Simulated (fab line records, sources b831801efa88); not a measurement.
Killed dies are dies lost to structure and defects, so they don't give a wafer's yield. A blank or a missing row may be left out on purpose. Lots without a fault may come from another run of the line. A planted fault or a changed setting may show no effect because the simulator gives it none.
A struck lot beside a sound one | flow sky130 | 14 steps out of a route of 708
Sound: wafers L362.1, L362.3, L362.5. Struck: wafers L359.2, L359.4, L359.6. The cause comes at the end.
At each step with rows: each side's tool, then ch and its chambers, then its first start. Under that, the readings that differ: sound wafers | struck wafers | difference of the means | sigmas: that difference in standard deviations of wafers without a fault.
alike: readings whose means differ by less than 2 such deviations, and words and numbers that are the same on both sides. not compared: withheld readings, readings that some wafer has no value for, bounds like >300 that may hide the same value, and numbers for which the record gives no deviation and whose values overlap.
The two part at a step that has a row with sigmas, a row that says differs or no value, or rows on one side only. Numbers that don't overlap but have no deviation are shown without sigmas and don't part them. A reading that every wafer of one side lacks parts them only if that side has two wafers or more.

SKY_CAP2M_METAL_ETCH_13: etches TiN in Cl2/BCl3, stops on SiO2, target depth 220 nm, time 62.9 s.
  sound on rie_metal-04 ch 0,1, day 46 18:16; struck on rie_metal-01 ch 0,1, day 45 21:40
  reading                | sound                | struck               | difference | sigmas
  throttle_valve_pct (%) | 21.890 21.875 21.877 | 21.903 21.908 21.906 | +0.025     | +2
  alike: chamber_pressure_mTorr, drypump_motor_current_A, he_backside_leak_sccm, oes_product_au
  not compared: rf_hours_counter_h
SKY_CAP2M_STRIP_14: strips in O2/N2.
  sound on plasma_asher-02 ch 0,1, day 46 18:20; struck on plasma_asher-04 ch 0,1, day 45 21:45
  alike: chamber_pressure_mTorr, drypump_motor_current_A, oes_product_au, strip_time_to_endpoint_s
  not compared: rf_hours_counter_h
then, 10 steps without rows for these wafers: SKY_CAP2M_STRIP_15 (strips in post etch residue remover, time 1200 s); SKY_CAP2M_CLEAN_16 (cleans in IPA, time 180 s); SKY_CAP2M_CLEAN_17 (cleans in O3/DIW); SKY_METAL4_DEHYDRATE_05 (time 60 s); SKY_METAL4_HMDS_06 (prime time 60 s); SKY_METAL4_COAT_07 (resist thk 60 nm); SKY_METAL4_COAT_08 (resist thk 1140 nm); SKY_METAL4_SOFTBAKE_09 (time 90 s); SKY_METAL4_EXPOSE_10 (exposes mask MM4, target cd 300 nm); SKY_METAL4_PEB_11.
SKY_METAL4_DEVELOP_12: develop time 60 s.
  sound on litho_track-02 ch 0, day 47 14:00; struck on litho_track-01, day 46 18:00
  no value came back on the struck wafers for chill_plate_temp_C (C), develop_time_s (s), resist_line_temp_C (C); on the sound wafers chill_plate_temp_C (C) reads 22.98 23.03 23.07
  reading                                       | sound          | struck         | difference | sigmas
  model.KrF-thick_of_METAL4_COAT_08.thk_nm (nm) | 1123 1120 1121 | 1141 1136 1138 | +17        |
SKY_METAL4_CD_MEAS_13: target cd 300 nm.
  sound on cd_sem-01, day 47 14:29; struck on cd_sem-01, day 46 18:50
  reading    | sound             | struck | difference                    | sigmas
  cd_nm (nm) | 298.4 300.7 299.6 | - - -  | no value on the struck wafers |

WHERE THEY PART
First at SKY_CAP2M_METAL_ETCH_13; last, within this record, at SKY_METAL4_CD_MEAS_13.

WHY: what the simulator had put in
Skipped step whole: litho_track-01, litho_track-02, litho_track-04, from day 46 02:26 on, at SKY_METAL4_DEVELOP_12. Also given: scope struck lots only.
